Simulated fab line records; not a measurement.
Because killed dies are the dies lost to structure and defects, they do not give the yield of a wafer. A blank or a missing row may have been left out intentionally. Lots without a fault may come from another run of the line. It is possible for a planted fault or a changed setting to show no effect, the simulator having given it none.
2 desks, one fault	flow gf180mcu	each desk has only its own numbers; what lay behind them comes last

DESK OF THE TOOL OWNER: hdpcvd-01
The tool's own readings at GF_V1_CVD_00 (deposits SiO2, target thk 600 nm, time 100 s): means of the sampled wafers that have a number, for each lot that ran on this tool. A lot is out of limits, marked OUT, if its mean lies more than 4 standard deviations from the usual mean; the brackets give that distance.
Columns: A = pressure-mtorr at GF_V1_CVD_00, usual 6.000 mTorr; B = run-length-s at GF_V1_CVD_00, usual 128.1 s
lot	first seen here	A	B
L517	day 17 22:56	6.012	128.0
L519	day 18 21:57	6.009	128.2
L523	day 20 06:30	6.004	128.1
L526	day 21 10:16	5.995	128.2
L532	day 23 08:00	6.004	127.9
L537	day 24 21:19	6.008	128.3
L538	day 25 05:03	5.989	128.0
This desk found nothing out of limits on any of the 7 lots.

METROLOGY DESK
What the gauges read, lot by lot, whatever tool the lot ran on: means of the sampled wafers that have a number. A lot is out of limits, marked OUT, if its mean lies more than 4 standard deviations from the usual mean; the brackets give that distance.
Columns: A = V1_BOW at GF_V1_BOW_MEAS_05, usual 81 um
lot	first seen here	A
L517	day 17 23:32	84
L518	day 18 02:07	79
L519	day 18 22:31	87
L523	day 20 07:04	86
L526	day 21 10:52	77
L532	day 23 08:34	83
L534	day 24 00:52	58
L535	day 24 06:54	53
L536	day 24 14:46	60
L537	day 24 21:55	81
L538	day 25 05:40	76
This desk found nothing out of limits on any of the 11 lots.

ALL TOGETHER
Nothing out of limits was seen by the tool owner's desk.
From the metrology desk's view, nothing was out of limits.

WHAT HAD BEEN PUT IN BY THE SIMULATOR
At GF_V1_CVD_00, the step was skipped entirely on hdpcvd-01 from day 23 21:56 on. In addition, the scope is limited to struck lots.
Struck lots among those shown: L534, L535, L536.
